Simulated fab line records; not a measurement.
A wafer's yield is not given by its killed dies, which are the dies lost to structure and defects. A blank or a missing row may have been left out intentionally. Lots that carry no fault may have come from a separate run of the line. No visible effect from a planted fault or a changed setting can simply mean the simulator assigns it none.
What tool caused it?    flow sky130    Sampling: 12 lots, 36 wafers, 5 of 708 route steps

== WHAT THE GAUGES SHOWED, per wafer ==
The record lacks any reading of a measuring or inspecting step that a usual standard deviation could be used to judge.

== WHAT TOOL EACH LOT RAN ON (gives the tool, then ch and the chambers of the sampled wafers, and finally the start) ==
lot   SKY_METAL4_SPUTTER_01        SKY_METAL4_SPUTTER_04        SKY_METAL4_ETCH_17                 SKY_VIA4_SOFTBAKE_07              SKY_PAD_OPEN_PROBE_99
L581  pvdSputter-04, day 40 23:41  pvdSputter-04, day 40 23:46  rieDiel-04 ch 1,2, day 43 00:33    lithoTrack-02 ch 0, day 43 13:53  -
L582  pvdSputter-03, day 41 08:02  pvdSputter-03, day 41 08:07  rieDiel-04 ch 0,1,2, day 43 08:39  lithoTrack-03 ch 0, day 43 22:22  -
L583  pvdSputter-04, day 41 21:10  pvdSputter-04, day 41 21:16  rieDiel-01 ch 0,2,3, day 43 20:51  lithoTrack-01 ch 0, day 44 09:04  -
L587  pvdSputter-02, day 43 16:46  pvdSputter-02, day 43 16:50  rieDiel-01 ch 0,3, day 45 13:29    lithoTrack-03 ch 0, day 46 01:01  -
L586  pvdSputter-04, day 43 17:13  pvdSputter-04, day 43 17:17  rieDiel-04 ch 0,1,3, day 45 14:29  lithoTrack-02 ch 0, day 46 01:50  -
L588  pvdSputter-04, day 43 20:25  pvdSputter-04, day 43 20:29  rieDiel-01 ch 0,1,2, day 45 17:11  lithoTrack-01 ch 0, day 46 04:34  -
L589  pvdSputter-02, day 43 23:11  pvdSputter-02, day 43 23:16  rieDiel-01 ch 1,2, day 45 19:26    lithoTrack-02 ch 0, day 46 06:52  prober-01, day 49 08:53
L595  pvdSputter-04, day 44 19:46  pvdSputter-04, day 44 19:50  rieDiel-02 ch 0,2,3, day 46 16:10  lithoTrack-02 ch 0, day 47 02:58  -
L596  pvdSputter-03, day 45 03:52  pvdSputter-03, day 45 03:56  rieDiel-01 ch 0,1,3, day 46 23:02  lithoTrack-01 ch 0, day 47 10:25  -
L598  pvdSputter-02, day 45 15:52  pvdSputter-02, day 45 15:57  rieDiel-01 ch 0,2, day 47 09:01    lithoTrack-01 ch 0, day 47 19:43  -
L599  pvdSputter-02, day 45 23:37  pvdSputter-02, day 45 23:43  rieDiel-02 ch 0,1, day 47 17:24    lithoTrack-01 ch 0, day 48 03:35  -
L600  pvdSputter-04, day 46 15:46  pvdSputter-04, day 46 15:52  rieDiel-02 ch 0,1, day 48 07:42    lithoTrack-03 ch 0, day 48 17:55  -
- SKY_METAL4_SPUTTER_01: material TiN, target thk 20 nm, time 16.7 s.
- SKY_METAL4_SPUTTER_04: material TiN, target thk 70 nm, time 58.3 s.
- SKY_METAL4_ETCH_17: etches SiO2 in C4F8/O2/Ar, stops on TiN, time 3.9 s, target depth 15 nm.
- SKY_VIA4_SOFTBAKE_07: time 60 s.
- SKY_PAD_OPEN_PROBE_99

== AS READ BY THE TOOLS THEMSELVES (means over the sampled wafers that have a number; for cases with no such wafer, the mark the record gives instead) ==
SKY_METAL4_SPUTTER_01.
lot   tool           throttleValvePct (%)
L581  pvdSputter-04  30.2
L582  pvdSputter-03  30.2
L583  pvdSputter-04  29.7
L587  pvdSputter-02  29.6
L586  pvdSputter-04  29.9
L588  pvdSputter-04  29.9
L589  pvdSputter-02  29.2
L595  pvdSputter-04  29.8
L596  pvdSputter-03  30.3
L598  pvdSputter-02  29.7
L599  pvdSputter-02  29.8
L600  pvdSputter-04  29.6

SKY_METAL4_SPUTTER_04.
lot   tool           throttleValvePct (%)
L581  pvdSputter-04  30.2
L582  pvdSputter-03  30.2
L583  pvdSputter-04  29.7
L587  pvdSputter-02  29.8
L586  pvdSputter-04  29.7
L588  pvdSputter-04  29.7
L589  pvdSputter-02  29.3
L595  pvdSputter-04  29.7
L596  pvdSputter-03  30.2
L598  pvdSputter-02  29.8
L599  pvdSputter-02  29.7
L600  pvdSputter-04  29.8

SKY_METAL4_ETCH_17.
lot   tool        oesProductAu (a.u.)
L581  rieDiel-04  0.752
L582  rieDiel-04  0.755
L583  rieDiel-01  0.751
L587  rieDiel-01  0.748
L586  rieDiel-04  0.760
L588  rieDiel-01  0.761
L589  rieDiel-01  0.759
L595  rieDiel-02  0.752
L596  rieDiel-01  0.751
L598  rieDiel-01  0.746
L599  rieDiel-02  0.751
L600  rieDiel-02  0.747

SKY_VIA4_SOFTBAKE_07.
lot   tool           exhaustPa (Pa)  heaterPowerTotalW (W)  plateTempC (C)
L581  lithoTrack-02  45.9            56.58                  89.91
L582  lithoTrack-03  43.9            56.63                  90.09
L583  lithoTrack-01  44.9            56.55                  89.83
L587  lithoTrack-03  44.4            56.57                  90.08
L586  lithoTrack-02  44.5            56.59                  90.17
L588  lithoTrack-01  45.4            56.62                  89.88
L589  lithoTrack-02  43.1            58.62                  92.39
L595  lithoTrack-02  44.5            58.61                  92.17
L596  lithoTrack-01  45.9            56.56                  89.87
L598  lithoTrack-01  44.9            56.57                  90.10
L599  lithoTrack-01  44.6            56.62                  90.08
L600  lithoTrack-03  45.2            56.57                  90.03

SKY_PAD_OPEN_PROBE_99.
lot   tool       defectLimitedYield (%)  killed_at_M0_to_M3  killed_at_M4_up  killedAtContacts  killedAtFrontEnd  killedAtOther  killedDies  killedOpen  killedShort  sort_bin_3_pad_short (%)  sort_bin_5_function (%)  sort_bin_6_memory (%)  sortNPass  sortYieldPct (%)
L589  prober-01  81.8                    45                  3                29                13                0.0            89          51          38           0.3                       12.0                     5.9                    403        81.8

== THE ANSWER, worked out from the rows above alone ==
Rule: usual is defined by the lots themselves. Put in order of their means at a reading, lots are off if they are a third of the lots or fewer, leave a main group of 4 or more, and stand apart from it by a gap of 3 or more times the standard deviation of the main group's means; of several such gaps the widest counts. A main group is skipped when, at the precision printed for the reading in the tables above, its means are all equal. A lot without any number at a reading at which 4 lots or more have one is off too. Where the step has rows for the other lots, those lots are counted as sound. Order of review: gauges by route order, followed by the tools' own readings, for which a lot's mean as printed above is used. At the first step where some lot is off, the reading lying furthest off is the one used; lots without a number count as furthest.
Off, at SKY_VIA4_SOFTBAKE_07 on heaterPowerTotalW: L589, L595. For the main group the mean is 56.59 W and the standard deviation 0.027.
A tool fits if, at that step or a process step before it, it ran every lot that is off, and no sound lot after the first of them. One candidate fits, namely lithoTrack-02 at SKY_VIA4_SOFTBAKE_07. Its last sound lot is L586 (day 46 01:50), its first lot that is off L589 (day 46 06:52): a fault that began between those two fits.
The tool's own readings at SKY_VIA4_SOFTBAKE_07 bear it out: on the lots that are off they differ by more than 5 times the standard deviation of the sound lots' means. heaterPowerTotalW reads 58.61 W there against 56.59 W on the sound lots; plateTempC reads 92.28 C there against 90.00 C on the sound lots.

== WHAT THE SIMULATOR PUT IN ==
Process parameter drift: lithoTrack-02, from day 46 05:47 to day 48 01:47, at SKY_VIA4_SOFTBAKE_07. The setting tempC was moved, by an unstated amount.
Lots struck among those shown: L589, L595. The rule above found the same.
